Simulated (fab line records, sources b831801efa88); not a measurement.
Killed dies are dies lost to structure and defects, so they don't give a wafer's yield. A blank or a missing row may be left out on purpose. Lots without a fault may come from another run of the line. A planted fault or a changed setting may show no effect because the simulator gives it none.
Which tool did it? | flow sky130 | 11 lots, 33 wafers sampled, at 1 step of a route of 708

WHAT THE GAUGES READ, wafer by wafer
SKY_VT_ADJUST_NCORE_CD_MEAS_07: target cd 380 nm.
lot  | measured     | on        | cd_nm (nm)
L118 | day 9 03:52  | cd_sem-02 | 381.6 381.6 383.6
L119 | day 9 12:11  | cd_sem-01 | 379.7 380.4 378.1
L120 | day 9 17:01  | cd_sem-01 | 379.1 376.5 379.3
L122 | day 10 09:34 | cd_sem-01 | 381.0 381.8 382.6
L127 | day 11 19:25 | cd_sem-01 | 381.5 382.1 382.7
L128 | day 11 22:58 | cd_sem-01 | 380.3 379.6 379.9
L129 | day 12 12:48 | cd_sem-01 | 381.4 378.8 382.9
L130 | day 12 17:23 | cd_sem-02 | 382.8 382.1 381.1
L137 | day 15 05:41 | cd_sem-01 | 377.1 377.3 374.7
L138 | day 15 16:08 | cd_sem-02 | 381.6 380.9 382.8
L139 | day 15 17:02 | cd_sem-02 | 378.2 380.8 379.3

WHICH TOOL RAN EACH LOT (tool, then ch and the chambers of the sampled wafers, then the start)
The record holds no process step before these readings.

THE ANSWER, worked out from the rows above alone
Rule: what is usual is taken from the lots themselves. Put in order of their means at a reading, lots are off if they are a third of the lots or fewer, leave a main group of 4 or more, and stand apart from it by a gap of 3 or more times the standard deviation of the main group's means; of several such gaps the widest counts. A main group whose means are all the same, to the digits that the tables above print for the reading, isn't used. A lot without any number at a reading at which 4 lots or more have one is off too. The other lots that the step has rows for count as sound.
No lot is off at any reading shown: from this, nothing can be told.

WHAT THE SIMULATOR HAD PUT IN
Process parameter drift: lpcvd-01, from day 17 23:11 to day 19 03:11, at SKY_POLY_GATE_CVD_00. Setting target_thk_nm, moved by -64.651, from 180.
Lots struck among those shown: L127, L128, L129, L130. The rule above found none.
